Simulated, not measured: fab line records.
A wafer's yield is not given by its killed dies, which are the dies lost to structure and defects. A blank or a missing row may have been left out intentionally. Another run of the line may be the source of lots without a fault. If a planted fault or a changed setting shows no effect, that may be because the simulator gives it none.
2 desks, one fault + flow gf180mcu + numbers are kept per desk, each desk with only its own; the story behind them comes last

## FROM THE METROLOGY DESK
Means of the sampled wafers that have a number, per lot and without regard to the tool the lot ran on: this is what the gauges read. Any lot whose mean is over 4 standard deviations away from the usual mean is out of limits and marked OUT; that distance is given in the brackets.
Columns: A = V3_W_RS at GF_V3_RS_MEAS_24, usual 0.3299 ohm/sq
| lot  | first seen here | A      |
|------|-----------------|--------|
| L254 | day 22 03:36    | 0.3306 |
| L255 | day 22 15:00    | 0.3321 |
| L256 | day 23 02:17    | 0.3292 |
| L257 | day 23 09:07    | 0.3278 |
| L258 | day 23 20:50    | 0.3277 |
| L262 | day 25 05:02    | 0.3278 |
| L265 | day 26 08:04    | 0.3261 |
| L267 | day 26 21:46    | 0.3321 |
| L269 | day 27 17:56    | 0.3293 |
| L271 | day 28 09:07    | 0.3262 |
| L272 | day 28 15:53    | 0.3285 |
| L273 | day 28 16:18    | 0.3294 |
Finding of this desk: none of the 12 lots has anything out of limits.

## DESK OF THE TOOL OWNER: krf-scanner-02
The tool's own readings at GF_M5_EXPOSE_04 (exposes mask Metal5, target cd 280 nm): means of the sampled wafers that have a number, for each lot that ran on this tool. Any lot whose mean is over 4 standard deviations away from the usual mean is out of limits and marked OUT; that distance is given in the brackets.
Columns: A = exposure-dose-mJ-cm2 at GF_M5_EXPOSE_04, usual 28.08
| lot  | first seen here | A                |
|------|-----------------|------------------|
| L254 | day 25 15:13    | 28.01            |
| L255 | day 26 01:17    | 27.99            |
| L256 | day 26 12:04    | 27.97            |
| L257 | day 26 17:04    | 26.82 (-11) OUT  |
| L258 | day 27 05:19    | 27.05 (-9.3) OUT |
| L262 | day 28 09:17    | 27.19 (-8.1) OUT |
| L265 | day 29 10:41    | 27.42 (-6.0) OUT |
This desk's finding: out of limits on L257, L258, L262, L265; first on L257, day 26 17:04 (exposure-dose-mJ-cm2 at GF_M5_EXPOSE_04). L254, L255, L256: within limits.

## PUT TOGETHER
On L257, L258, L262, L265, at day 26 17:04, an alarm was possible from the tool owner's desk.
The metrology desk saw nothing out of limits.
The metrology desk holds a record of L257, L258, L262, L265, inside its limits.
Of the lots named, all ran GF_M5_EXPOSE_04 on krf-scanner-02.

## WHAT WAS PUT IN BY THE SIMULATOR
Process parameters drifting: krf-scanner-02 at GF_M5_EXPOSE_04, beginning at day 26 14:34. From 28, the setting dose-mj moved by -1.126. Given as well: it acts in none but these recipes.
Struck lots among those shown: L257, L258, L262, L265.
How many hours passed from the start of the fault until each desk's first out-of-limits reading: the tool owner's desk, 2.
